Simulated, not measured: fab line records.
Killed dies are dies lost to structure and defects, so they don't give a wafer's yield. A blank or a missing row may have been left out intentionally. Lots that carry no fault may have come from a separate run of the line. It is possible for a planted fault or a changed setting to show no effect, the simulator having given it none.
Comparing a struck lot with a sound one | flow gf180mcu | 23 steps out of a route of 602
Sound: wafers L136.1, L136.2, L136.3. Struck: wafer L142.3. (L142.4, L142.6 of the same lot were not struck and are left out.) The cause comes at the end.
At each step with rows: each side's tool, then ch and its chambers, then its first start. Under that, the readings that differ: sound wafers | struck wafers | difference of the means | sigmas: that difference in standard deviations of wafers without a fault.
alike: words and numbers the same on both sides, and readings whose means are apart by under 2 such deviations; not compared: readings that were withheld, readings missing a value for some wafer, numbers with overlapping values and no deviation given by the record, and bounds like >300 which may hide the same value.
Wherever a step has rows on one side only, a row that says differs or no value, or a row with sigmas, the two part there. When numbers do not overlap yet have no deviation, they are printed without sigmas and do not part them. Lack of a reading on every wafer of one side parts them only where that side has two or more wafers.

first, 5 steps without rows for these wafers: GF_LVPWELL_COAT_02 (resist thk 3000 nm); GF_LVPWELL_SOFTBAKE_03; GF_LVPWELL_EXPOSE_04 (exposes mask LVPWELL, target cd 600 nm); GF_LVPWELL_PEB_05; GF_LVPWELL_DEVELOP_06 (develop time 60 s).
GF_LVPWELL_OVL_MEAS_07:
  struck on overlay-02, day 6 22:42; sound on overlay-01, day 5 12:50
  alike: LVPWELL_OVL
then, 2 steps without rows for these wafers: GF_LVPWELL_IMPLANT_08; GF_LVPWELL_IMPLANT_09.
GF_LVPWELL_STRIP_10: strips in O2/N2.
  sound on plasmaAsher-02 ch 0,1, day 5 13:10; struck on plasmaAsher-01 ch 0, day 6 23:04
  alike: chamberPressureMTorr, drypumpMotorCurrentA, heaterPowerW, oesProductAu, stripTimeToEndpointS
  not compared: rfHoursCounterH
GF_LVPWELL_TW_MEAS_11:
  struck on filmMetro-01, day 6 23:08; sound on filmMetro-03, day 5 13:16
  alike: LVPWELL_TW
then, 2 steps without rows for these wafers: GF_MVSD_DEHYDRATE_00 (time 60 s); GF_MVSD_HMDS_01 (prime time 60 s).
GF_MVSD_COAT_02: resist thk 3000 nm.
  sound on lithoTrack-04 ch 0, day 5 20:02; struck on lithoTrack-04 ch 0, day 7 06:08
reading                               | sound          | struck | difference | sigmas
model.coat_of_MVSD_COAT_02.thkNm (nm) | 3002 2984 2997 | 2219   | -775       | 
  alike: exhaustPa, resistLineTempC
then, 3 steps without rows for these wafers: GF_MVSD_SOFTBAKE_03; GF_MVSD_EXPOSE_04 (exposes mask MVSD, target cd 1000 nm); GF_MVSD_PEB_05.
GF_MVSD_DEVELOP_06: develop time 60 s.
  sound: lithoTrack-02 ch 0; struck: lithoTrack-03 ch 0
reading                               | sound             | struck | difference | sigmas
resistLineTempC (C)                   | 23.10 23.17 23.16 | 22.72  | -0.42      | -4
model.coat_of_MVSD_COAT_02.thkNm (nm) | 3001 2983 2996    | 2218   | -775       | 
  alike: exhaustPa
GF_MVSD_OVL_MEAS_07:
  struck on overlay-01, day 7 14:08; sound on overlay-01, day 6 02:56
  alike: MVSD_OVL
then, 2 steps without rows for these wafers: GF_MVSD_IMPLANT_08; GF_MVSD_IMPLANT_09.
GF_MVSD_STRIP_10: strips in O2/N2.
  sound on plasmaAsher-02 ch 0,1, day 6 03:16; struck on plasmaAsher-04 ch 0, day 7 14:29
reading                  | sound             | struck | difference | sigmas
stripTimeToEndpointS (s) | 36.98 36.77 36.90 | 27.97  | -8.91      | -89
  alike: chamberPressureMTorr, drypumpMotorCurrentA, heaterPowerW, oesProductAu
  not compared: rfHoursCounterH
GF_MVSD_TW_MEAS_11:
  struck on filmMetro-04, day 7 14:34; sound on filmMetro-04, day 6 03:22
  alike: MVSD_TW
-- the record jumps here: 25 days lie between the struck wafers' starts before and after (it left off in module MVSD and takes up again in module PASSIVATION, whose first step shown is number 602 of the route) --
GF_PASSIVATION_PROBE_99:
  only the struck wafers here have rows in the record (prober-01, day 32 11:46); the sound ones have none

WHERE THEY PART
First at GF_MVSD_DEVELOP_06; last, within this record, at GF_PASSIVATION_PROBE_99.

WHY: what had been put in by the simulator
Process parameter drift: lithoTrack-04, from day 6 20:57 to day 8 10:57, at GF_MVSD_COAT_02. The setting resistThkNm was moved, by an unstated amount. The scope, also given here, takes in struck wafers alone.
